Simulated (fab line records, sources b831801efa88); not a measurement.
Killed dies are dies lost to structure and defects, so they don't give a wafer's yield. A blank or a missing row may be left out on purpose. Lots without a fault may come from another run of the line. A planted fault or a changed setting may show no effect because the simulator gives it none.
Tool commonality check | flow sky130 | 13 lots, 39 wafers sampled

WHY IT WAS OPENED
At SKY_LDD_LDN_TW_MEAS_13 the reading LDD_LDN_TW is flagged on 1 of 13 lots. Wafers without a fault read 1466, standard deviation 12.
Rule: a lot is flagged when every wafer of it that has a number lies more than 4 standard deviations from that mean, or none has a number. The other lots count as sound.

lot  | measured     | on            | LDD_LDN_TW, wafer by wafer | flag
L385 | day 23 02:45 | film_metro-03 | 1457 1457 1466             |
L389 | day 24 06:49 | film_metro-02 | 1473 1466 1468             |
L391 | day 24 22:25 | film_metro-02 | 1465 1471 1467             |
L392 | day 25 19:06 | film_metro-02 | 1473 1477 1475             |
L393 | day 26 06:29 | film_metro-03 | 1459 1451 1458             |
L394 | day 26 07:37 | film_metro-03 | 1459 1457 1456             |
L395 | day 26 12:56 | film_metro-01 | 1478 1469 1473             |
L397 | day 27 04:58 | film_metro-02 | 30 30 30                   | FLAGGED
L399 | day 27 22:07 | film_metro-03 | 1450 1461 1459             |
L405 | day 29 18:55 | film_metro-03 | 1451 1458 1450             |
L406 | day 30 00:24 | film_metro-03 | 1454 1447 1453             |
L407 | day 30 08:34 | film_metro-03 | 1450 1446 1449             |
L408 | day 30 18:07 | film_metro-01 | 1487 1489 1493             |
The numbers of the flagged lots are 30 on average: -1436 against the usual, or -99 or more standard deviations.

WHICH TOOL RAN EACH LOT
The record holds 3 process steps before the reading, out of a route of 708 steps. In each cell: the tool, then ch and the chambers that the sampled wafers went through, then the start.
lot  | flag    | SKY_LDD_P_STRIP_10                   | SKY_LDD_LDN_SOFTBAKE_03           | SKY_LDD_LDN_EXPOSE_04
L385 |         | plasma_asher-03 ch 0,1, day 19 04:32 | litho_track-02 ch 0, day 22 10:01 | iline_stepper-02 ch 0, day 22 10:10
L389 |         | plasma_asher-01 ch 0,1, day 20 09:47 | litho_track-04 ch 0, day 23 14:29 | iline_stepper-01 ch 0, day 23 14:38
L391 |         | plasma_asher-03 ch 0,1, day 21 02:28 | litho_track-03 ch 0, day 24 07:07 | iline_stepper-01 ch 0, day 24 07:16
L392 |         | plasma_asher-01 ch 0,1, day 22 01:14 | litho_track-03 ch 0, day 25 03:28 | iline_stepper-01 ch 0, day 25 03:37
L393 |         | plasma_asher-03 ch 0,1, day 22 13:01 | litho_track-04 ch 0, day 25 16:35 | iline_stepper-01 ch 0, day 25 16:43
L394 |         | plasma_asher-02 ch 0,1, day 22 14:28 | litho_track-02 ch 0, day 25 17:34 | iline_stepper-02 ch 0, day 25 17:50
L395 |         | plasma_asher-01 ch 0,1, day 22 21:22 | litho_track-02 ch 0, day 25 23:01 | iline_stepper-02 ch 0, day 25 23:09
L397 | FLAGGED | plasma_asher-02 ch 0,1, day 23 13:43 | litho_track-03 ch 0, day 26 13:18 | iline_stepper-02 ch 0, day 26 13:34
L399 |         | plasma_asher-03 ch 1, day 24 07:53   | litho_track-04 ch 0, day 27 06:41 | iline_stepper-01 ch 0, day 27 06:50
L405 |         | plasma_asher-01 ch 1, day 26 04:54   | litho_track-04 ch 0, day 29 03:59 | iline_stepper-02 ch 0, day 29 04:08
L406 |         | plasma_asher-01 ch 0,1, day 26 09:19 | litho_track-04 ch 0, day 29 09:55 | iline_stepper-02 ch 0, day 29 10:04
L407 |         | plasma_asher-03 ch 0,1, day 26 17:47 | litho_track-03 ch 0, day 29 17:48 | iline_stepper-02 ch 0, day 29 17:56
L408 |         | plasma_asher-03 ch 0,1, day 27 05:13 | litho_track-03 ch 0, day 30 03:31 | iline_stepper-02 ch 0, day 30 03:40
What these steps do:
- SKY_LDD_P_STRIP_10: strips in O2/N2.
- SKY_LDD_LDN_SOFTBAKE_03: time 61.69 s.
- SKY_LDD_LDN_EXPOSE_04: exposes mask LDNTM, target cd 700 nm.
- SKY_LDD_LDN_TW_MEAS_13

FLAGGED OVER TOTAL, TOOL BY TOOL (the gauges that took the reading come last)
step                    | tool             | lots run | flagged | share of the flagged lots | sound lots run after its first flagged lot
SKY_LDD_P_STRIP_10      | plasma_asher-01  | 5        | 0       | none                      | -
SKY_LDD_P_STRIP_10      | plasma_asher-02  | 2        | 1       | all                       | 0
SKY_LDD_P_STRIP_10      | plasma_asher-03  | 6        | 0       | none                      | -
SKY_LDD_LDN_SOFTBAKE_03 | litho_track-02   | 3        | 0       | none                      | -
SKY_LDD_LDN_SOFTBAKE_03 | litho_track-03   | 5        | 1       | all                       | 2 (L407,L408)
SKY_LDD_LDN_SOFTBAKE_03 | litho_track-04   | 5        | 0       | none                      | -
SKY_LDD_LDN_EXPOSE_04   | iline_stepper-01 | 5        | 0       | none                      | -
SKY_LDD_LDN_EXPOSE_04   | iline_stepper-02 | 8        | 1       | all                       | 4 (L405,L406,L407,L408)
SKY_LDD_LDN_TW_MEAS_13  | film_metro-01    | 2        | 0       | none                      | -
SKY_LDD_LDN_TW_MEAS_13  | film_metro-02    | 4        | 1       | all                       | 0
SKY_LDD_LDN_TW_MEAS_13  | film_metro-03    | 7        | 0       | none                      | -

WHAT THE TABLE ALLOWS
4 rows of the table ran every flagged lot: plasma_asher-02 at SKY_LDD_P_STRIP_10, litho_track-03 at SKY_LDD_LDN_SOFTBAKE_03, iline_stepper-02 at SKY_LDD_LDN_EXPOSE_04, film_metro-02 at SKY_LDD_LDN_TW_MEAS_13.
- plasma_asher-02 at SKY_LDD_P_STRIP_10: 1 of its 2 lots flagged. Its last sound lot is L394 (day 22 14:28), its first flagged lot L397 (day 23 13:43): a fault that began between those two fits.
- litho_track-03 at SKY_LDD_LDN_SOFTBAKE_03: 1 of its 5 lots flagged. Sound lots ran on it after the first flagged one (L407, L408), which a lasting fault on the whole tool wouldn't allow.
- iline_stepper-02 at SKY_LDD_LDN_EXPOSE_04: 1 of its 8 lots flagged. Sound lots ran on it after the first flagged one (L405, L406, L407, L408), which a lasting fault on the whole tool wouldn't allow.
- film_metro-02 at SKY_LDD_LDN_TW_MEAS_13: 1 of its 4 lots flagged. Its last sound lot is L392 (day 25 19:06), its first flagged lot L397 (day 27 04:58): a fault that began between those two fits.
Counting lots can't tell these 2 tools apart, because each fits a fault that began at some hour. More lots, or a look at what each step does to the wafer, might.

WHAT THE SIMULATOR HAD PUT IN
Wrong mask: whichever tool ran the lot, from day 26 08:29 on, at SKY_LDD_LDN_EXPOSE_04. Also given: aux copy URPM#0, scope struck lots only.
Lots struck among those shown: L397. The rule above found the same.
